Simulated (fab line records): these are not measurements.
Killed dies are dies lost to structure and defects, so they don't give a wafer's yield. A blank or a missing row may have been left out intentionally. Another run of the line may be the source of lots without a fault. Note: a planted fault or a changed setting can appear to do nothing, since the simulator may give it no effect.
The tool behind it: which one? | flow sky130 | 18 wafers from 6 lots sampled at 2 of the route's 708 steps

## WHAT THE GAUGES READ, wafer by wafer
SKY_SD_N_RS_MEAS_16: a four-point-probe measurement.
lot  | measured     | on            | SD_N_RS (ohm/sq)
L518 | day 28 09:38 | film-metro-01 | 68.24 68.34 68.35
L521 | day 29 09:13 | film-metro-02 | 68.49 68.28 68.56
L526 | day 31 04:45 | film-metro-01 | 68.47 68.50 68.49
L530 | day 32 15:59 | film-metro-01 | 71.12 71.05 71.36
L537 | day 34 15:40 | film-metro-03 | 68.43 68.41 68.36
L540 | day 36 01:08 | film-metro-01 | 68.44 68.54 68.60

## WHICH TOOL RAN EACH LOT (tool, then ch and the chambers of the sampled wafers, then the start)
lot  | SKY_SD_N_RTA_14
L518 | rtp-anneal-02 ch 0, day 28 09:28
L521 | rtp-anneal-01 ch 0, day 29 09:02
L526 | rtp-anneal-02 ch 0, day 31 04:34
L530 | rtp-anneal-02 ch 0, day 32 15:46
L537 | rtp-anneal-01 ch 0, day 34 15:30
L540 | rtp-anneal-02 ch 0, day 36 00:56
- SKY_SD_N_RTA_14: time 2 s.

## THE ANSWER, worked out from the rows above alone
Rule: what is usual is taken from the lots themselves. Put in order of their means at a reading, lots are off if they are a third of the lots or fewer, leave a main group of 4 or more, and stand apart from it by a gap of 3 or more times the standard deviation of the main group's means; of several such gaps the widest counts. The tables above print the reading to a certain number of digits; a main group whose means all agree to those digits is not used. Also off: a lot with no number at a reading for which 4 or more lots have one. The other lots that the step has rows for count as sound.
Off: L530, at SKY_SD_N_RS_MEAS_16 (SD_N_RS). The main group: mean 68.43 ohm/sq, standard deviation 0.075.
A tool fits if, at a process step before that reading, it ran every lot that is off, and no sound lot after the first of them. Those tools and the gauges at SKY_SD_N_RS_MEAS_16 are tried in the same way. No candidate that was tried fits.

## WHAT HAD BEEN PUT IN BY THE SIMULATOR
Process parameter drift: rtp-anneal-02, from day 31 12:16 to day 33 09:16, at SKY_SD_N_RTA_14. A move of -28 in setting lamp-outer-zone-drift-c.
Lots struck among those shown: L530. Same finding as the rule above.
